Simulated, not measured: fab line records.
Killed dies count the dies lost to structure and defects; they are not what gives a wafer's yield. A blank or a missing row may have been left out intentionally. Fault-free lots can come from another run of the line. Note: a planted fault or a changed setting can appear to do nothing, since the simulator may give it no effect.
Which of the tools did it? + flow gf180mcu + 6 lots with 18 wafers sampled at 2 steps, on a route of 602 steps

WHAT EACH GAUGE READ, for each wafer
GF_MVSD_TW_MEAS_11.
| lot  | measured    | on            | MVSD_TW        |
|------|-------------|---------------|----------------|
| L514 | day 4 16:19 | film metro-01 | 1556 1553 1551 |
| L520 | day 6 04:20 | film metro-04 | 1590 1587 1591 |
| L523 | day 6 21:26 | film metro-01 | 1561 1561 1567 |
| L526 | day 7 13:33 | film metro-04 | 1690 1681 1690 |
| L528 | day 8 04:39 | film metro-02 | 1574 1579 1592 |
| L531 | day 8 22:13 | film metro-01 | 1673 1670 1669 |

WHAT TOOL EACH LOT RAN ON (gives the tool, then ch and the chambers of the sampled wafers, and finally the start)
| lot  | GF_MVSD_IMPLANT_08             |
|------|--------------------------------|
| L514 | implanter-02 ch 0, day 4 15:56 |
| L520 | implanter-02 ch 0, day 6 03:56 |
| L523 | implanter-04 ch 0, day 6 21:02 |
| L526 | implanter-02 ch 0, day 7 13:09 |
| L528 | implanter-04 ch 0, day 8 04:16 |
| L531 | implanter-02 ch 0, day 8 21:50 |
- GF_MVSD_IMPLANT_08

THE ANSWER, worked out from the rows above alone
Rule: the usual values come from the lots themselves. Put in order of their means at a reading, lots are off if they are a third of the lots or fewer, leave a main group of 4 or more, and stand apart from it by a gap of 3 or more times the standard deviation of the main group's means; of several such gaps the widest counts. A main group whose means are all the same, to the digits that the tables above print for the reading, isn't used. Also off: a lot with no number at a reading for which 4 or more lots have one. The other lots that the step has rows for count as sound.
Off: at GF_MVSD_TW_MEAS_11 (MVSD_TW), L526, L531. Mean 1572 and standard deviation 14 in the main group.
If a tool, at a process step before that reading, ran all the lots that are off and no sound lot after the first of them, it fits. Those tools and the gauges at GF_MVSD_TW_MEAS_11 are tried in the same way. One fits: implanter-02 at GF_MVSD_IMPLANT_08. A fault onset in the window from L520 (day 6 03:56, its last sound lot) to L526 (day 7 13:09, its first lot off) fits.

WHAT THE SIMULATOR HAD INSERTED
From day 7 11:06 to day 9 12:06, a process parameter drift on implanter-02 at GF_MVSD_IMPLANT_08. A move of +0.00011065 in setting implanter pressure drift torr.
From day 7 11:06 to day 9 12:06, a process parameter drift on implanter-02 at GF_MVSD_IMPLANT_08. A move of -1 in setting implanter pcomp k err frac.
Lots struck among those shown: L526, L531. This agrees with what the rule above found.
